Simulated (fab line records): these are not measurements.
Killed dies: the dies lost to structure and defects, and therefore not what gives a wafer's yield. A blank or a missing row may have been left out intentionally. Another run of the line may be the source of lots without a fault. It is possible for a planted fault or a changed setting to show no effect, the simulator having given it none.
Struck lot and sound lot, side by side | flow sky130 | 15 steps out of a route of 708
Sound: these wafers, L794.2, L794.3, L794.5. Struck: wafers L811.1, L811.2, L811.6. The cause is named last.
Order at every step that has rows: each side's tool, ch and its chambers, its first start. Under that, the readings that differ: sound wafers | struck wafers | difference of the means | sigmas: that difference in standard deviations of wafers without a fault.
alike: readings whose means differ by less than 2 such deviations, and words and numbers that are the same on both sides. not compared: withheld readings, readings that some wafer has no value for, bounds like >300 that may hide the same value, and numbers for which the record gives no deviation and whose values overlap.
The two part at a step that has a row with sigmas, a row that says differs or no value, or rows on one side only. Numbers that have no deviation but don't overlap get no sigmas and don't part them. Lack of a reading on every wafer of one side parts them only where that side has two or more wafers.

first, 8 steps without rows for these wafers: SKY_FIELD_ISO_DEHYDRATE_05 (time 60 s); SKY_FIELD_ISO_HMDS_06 (prime time 60 s); SKY_FIELD_ISO_COAT_07 (resist thk 60 nm); SKY_FIELD_ISO_COAT_08 (resist thk 450 nm); SKY_FIELD_ISO_SOFTBAKE_09 (time 90 s); SKY_FIELD_ISO_EXPOSE_10 (exposes mask FOM, target cd 150 nm); SKY_FIELD_ISO_PEB_11; SKY_FIELD_ISO_DEVELOP_12 (develop time 60 s).
SKY_FIELD_ISO_CD_MEAS_13: the cd target is 150 nm.
  sound on cd_sem-01 at day 2 14:20; struck on cd_sem-02 at day 6 07:34
  reading    | sound             | struck            | difference | sigmas
  cd_nm (nm) | 151.3 151.9 151.1 | 148.3 149.8 148.1 | -2.7       | -2
SKY_FIELD_ISO_ETCH_14: etches BARC in N2/H2, stops on SiO2, time 45.9 s, target depth 60 nm.
  sound on rie_diel-03 ch 0,2,3, day 2 14:26; struck on rie_diel-03 ch 0,2,3, day 6 07:41
  alike: drypump_motor_current_A, oes_product_au, rf_fwd_power_W, throttle_valve_pct
  not compared: rf_hours_counter_h
SKY_FIELD_ISO_ETCH_15: etches the open film in CHF3/O2, stops on Si, target depth 180 nm, time 72 s.
  sound on rie_diel-03 ch 0,2,3, day 2 14:29; struck on rie_diel-03 ch 0,2,3, day 6 07:43
  reading               | sound             | struck            | difference | sigmas
  oes_product_au (a.u.) | 0.946 0.956 0.954 | 0.940 0.937 0.938 | -0.014     | -2
  alike: drypump_motor_current_A, rf_fwd_power_W, throttle_valve_pct
  not compared: rf_hours_counter_h
SKY_FIELD_ISO_STRIP_16: strips in O2/N2.
  sound on plasma_asher-01 ch 0,1, day 2 14:32; struck on plasma_asher-03 ch 0,1, day 6 07:47
  alike: drypump_motor_current_A, oes_product_au, strip_time_to_endpoint_s
  not compared: rf_hours_counter_h
SKY_FIELD_ISO_ETCH_17: etches Si in HBr/Cl2/O2, target depth 342 nm, time 97.7 s.
  sound on rie_si-01 ch 0,2,3, day 2 14:38; struck on rie_si-01 ch 0,2, day 6 07:53
  reading                               | sound                | struck               | difference | sigmas
  oes_product_au (a.u.)                 | 1.005 0.984 1.014    | 1.044 1.070 1.050    | +0.054     | +5
  rf_fwd_power_W (W)                    | 596.9 598.4 596.4    | 691.7 692.9 691.9    | +94.9      | +45
  throttle_valve_pct (%)                | 25.648 25.682 25.651 | 25.644 25.621 25.635 | -0.027     | -2
  model.etch.depth_nm (nm)              | 340.6 335.1 350      | 363.9 378.4 367.3    | +28.0      |
  model.FIELD_ISO.feature_depth_nm (nm) | 340.6 335.1 350      | 363.9 378.4 367.3    | +28.0      |
  alike: HBr_flow_sccm, drypump_motor_current_A
  not compared: rf_hours_counter_h
then, 1 step without rows for these wafers: SKY_FIELD_ISO_WET_ETCH_18 (etches Si3N4 in H3PO4, target depth 25 nm, time 286 s).
-- a jump in the record: the struck wafers' starts before and after are 44 days apart (it breaks off in module FIELD_ISO and resumes in module PAD_OPEN, where the first step shown is number 708 of the route) --
SKY_PAD_OPEN_PROBE_99:
  sound on prober-01 at day 46 17:36; struck on prober-02 at day 50 10:20
  reading                                 | sound                         | struck                        | difference | sigmas
  model.etest.res_p_drift_20v.line_ohm_um | 1.063e+04 1.045e+04 1.098e+04 | 1.254e+04 1.43e+04 1.312e+04  | +2.633e+03 |
  model.etest.res_p_drift_20v.rs_ohm_sq   | 8811 8618 9277                | 1.062e+04 1.182e+04 1.103e+04 | +2.255e+03 |
  model.etest.pfet_16v.r_on_ohm_um        | 1.489e+04 1.482e+04 1.54e+04  | 1.648e+04 1.753e+04 1.67e+04  | +1.867e+03 |
  model.etest.res_iso_pwell.rs_ohm_sq     | 2841 2742 3048                | 3733 4260 3864                | +1075      |
  model.etest.res_iso_pwell.line_ohm_um   | 1071 1031 1141                | 1404 1634 1462                | +419       |
  model.etest.res_nwell.line_ohm_um       | 1158 1142 1168                | 1216 1279 1248                | +92        |
  model.etest.res_nwell.rs_ohm_sq         | 933.9 919.4 965               | 1031 1090 1043                | +115       |
  model.etest.pfet_16v.drive_ua_um        | 246.1 248.1 243.3             | 228.9 215.1 225.6             | -22.6      |
  alike: killed_at_M0_to_M3, killed_at_M4_up, killed_at_contacts, killed_at_front_end, killed_at_other, killed_dies, killed_open, killed_short

## WHERE THEY PART
Earliest at SKY_FIELD_ISO_CD_MEAS_13; latest, in this record, at SKY_FIELD_ISO_ETCH_17. Later steps at which nothing parts them and some readings are alike: SKY_PAD_OPEN_PROBE_99.

WHY: what had been put in by the simulator
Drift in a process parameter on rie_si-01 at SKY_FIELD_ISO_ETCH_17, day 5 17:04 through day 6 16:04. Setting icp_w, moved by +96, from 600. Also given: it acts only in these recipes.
